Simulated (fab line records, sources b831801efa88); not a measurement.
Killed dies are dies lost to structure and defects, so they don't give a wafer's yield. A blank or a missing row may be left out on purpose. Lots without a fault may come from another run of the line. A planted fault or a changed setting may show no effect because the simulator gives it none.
Chamber matching | flow gf180mcu | GF_HV_LDD_ETCHBACK_58 on rie_diel-01: 4 sister chambers
The step etches Si3N4 in CH3F/O2, stops on SiO2, time 100 s, target depth 90 nm. 4 wafers are shown with their chamber, then 9 later ones without.

WAFERS WITH THEIR CHAMBER
wafer  | chamber | throttle_valve_pct (%)
L080.6 | 2       | 10.559
L086.5 | 3       | 10.556
L090.1 | 1       | 10.557
L090.5 | 0       | 10.563

WAFERS WITHOUT THEIR CHAMBER
wafer  | throttle_valve_pct (%)
L092.1 | 10.567
L092.4 | 10.570
L092.5 | 10.556
L095.2 | 10.537
L095.3 | 10.568
L095.6 | 10.554
L097.4 | 10.556
L097.5 | 10.574
L097.6 | 10.561

WHICH CHAMBER EACH WENT THROUGH
wafer  | from the rows above               | in truth
L092.1 | can't be placed: 0 or 2 or 1 or 3 | 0
L092.4 | can't be placed: 0 or 2 or 1 or 3 | 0
L092.5 | can't be placed: 3 or 1 or 2 or 0 | 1
L095.2 | can't be placed: 3 or 1 or 2 or 0 | 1
L095.3 | can't be placed: 0 or 2 or 1 or 3 | 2
L095.6 | can't be placed: 3 or 1 or 2 or 0 | 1
L097.4 | can't be placed: 3 or 1 or 2 or 0 | 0
L097.5 | can't be placed: 0 or 2 or 1 or 3 | 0
L097.6 | can't be placed: 0 or 2 or 1 or 3 | 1
Placed correctly: 0 of 9. Can't be placed from these rows: 9 (the true chamber is among the candidates in 9). Placed wrongly: 0.
How it was worked out, from the rows above alone: a wafer's distance from a chamber is the root of the sum, over the readings, of the square of ((its reading less the chamber's mean) divided by the reading's scatter). The wafer belongs to the nearest chamber; if the next one is less than 2 further off, it can't be placed. A chamber's mean is the mean of its shown wafers. The scatter: with one shown wafer a chamber, the root of the mean of the squares of how far each hidden wafer lies from its nearest shown one.
